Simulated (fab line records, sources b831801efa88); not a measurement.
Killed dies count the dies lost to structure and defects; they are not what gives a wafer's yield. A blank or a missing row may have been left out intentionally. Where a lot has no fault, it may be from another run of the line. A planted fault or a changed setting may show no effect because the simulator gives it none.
8D (eight disciplines) problem report, filled in by code || flow gf180mcu || the parts of the form that need people (team, actions taken, sign-off) are left out

## 1. PROBLEM STATEMENT
Wafers without a fault read 3001 sccm, standard deviation 8.2; o2 flow sccm at GF_PSD_STRIP_10 reads a mean of 3600 sccm on 6 wafers belonging to 2 lots. That is +73 standard deviations from the usual mean.
The step: strips in O2/N2.
First seen on wafer L324.1, day 21 03:28, on plasma asher-04. The record holds 39 wafers of 13 lots with a number at this step. By rule, "out" or "out of limits" means more than 4 standard deviations away from the usual mean. The rest of the wafers with a number are treated as sound.

## 2. WHAT IT IS; WHAT IT IS NOT
{"question": "which readings at this step", "is": "o2 flow sccm", "is not": "drypump motor current A, heater power w, oes product au"}
{"question": "which lots", "is": "L324, L325", "is not": "L304, L306, L310, L311, L312, L313, L314, L315, L316, L318, L321"}
{"question": "which wafers of those lots", "is": "all that have a number", "is not": "-"}
{"question": "read on which tools", "is": "plasma asher-04", "is not": "plasma asher-02, plasma asher-03"}
{"question": "when", "is": "from day 21 03:28", "is not": "up to then (33 sound wafers)"}

## 3. THE SUSPECTS, EACH WITH WHAT RULES IT OUT
Counting: a tool at a process step up to the reading stays a suspect if it ran every lot that is out and no sound lot after the first of them.
- rie diel-04 at GF_POLY_GATE_ETCH_12 (etches BARC in N2/H2): kept. It ran every lot that is out, first L324 (day 15 01:13), and no sound lot after that; its last sound lot up to then is L315 (day 12 11:16).
- plasma asher-04 at GF_PSD_STRIP_10 (strips in O2/N2): kept. It ran every lot that is out, first L324 (day 21 03:28), and no sound lot after that; its last sound lot up to then is L316 (day 18 14:35). Its own readings are out on those wafers: o2 flow sccm.
Remaining after the count are rie diel-04 at GF_POLY_GATE_ETCH_12 and plasma asher-04 at GF_PSD_STRIP_10.

## 4. THE CAUSE (what the simulator had put in)
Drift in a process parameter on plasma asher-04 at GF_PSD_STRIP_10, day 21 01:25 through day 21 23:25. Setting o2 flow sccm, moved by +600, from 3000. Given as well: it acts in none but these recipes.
Counting left 2 suspects, and this tool is among them.

## 5. THE CHAIN OF EFFECTS, in route order
Each row: a reading whose mean over the struck wafers that have a number lies more than 3 standard deviations from the usual. Only readings whose record carries a usual standard deviation are examined. hours: median over the lots of the time between each lot's start at the first step of this table that gives one and its start at this step. sigmas: the change, counted in usual standard deviations.
{"hours": 0, "step": "GF_PSD_STRIP_10", "reading": "o2 flow sccm", "usual": "3001 sccm", "on struck wafers": 3600, "change": "+599", "sigmas": "+73"}
{"hours": 0, "step": "GF_PSD_STRIP_10", "reading": "strip time to endpoint s", "usual": "16.69 s", "on struck wafers": 16.50, "change": -0.20, "sigmas": -5.1}
Here are the process steps it includes:
- GF_PSD_STRIP_10: strips in O2/N2.
Later steps that measure or inspect, where all struck wafers having a row at the step show a number for every such reading and not one has moved that far: GF_M1_CD_MEAS_14.

## 6. WHAT WOULD HAVE CAUGHT IT SOONER
2 hours passed between the start of the fault at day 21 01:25 and the first reading out of limits in this record, taken at day 21 03:28.
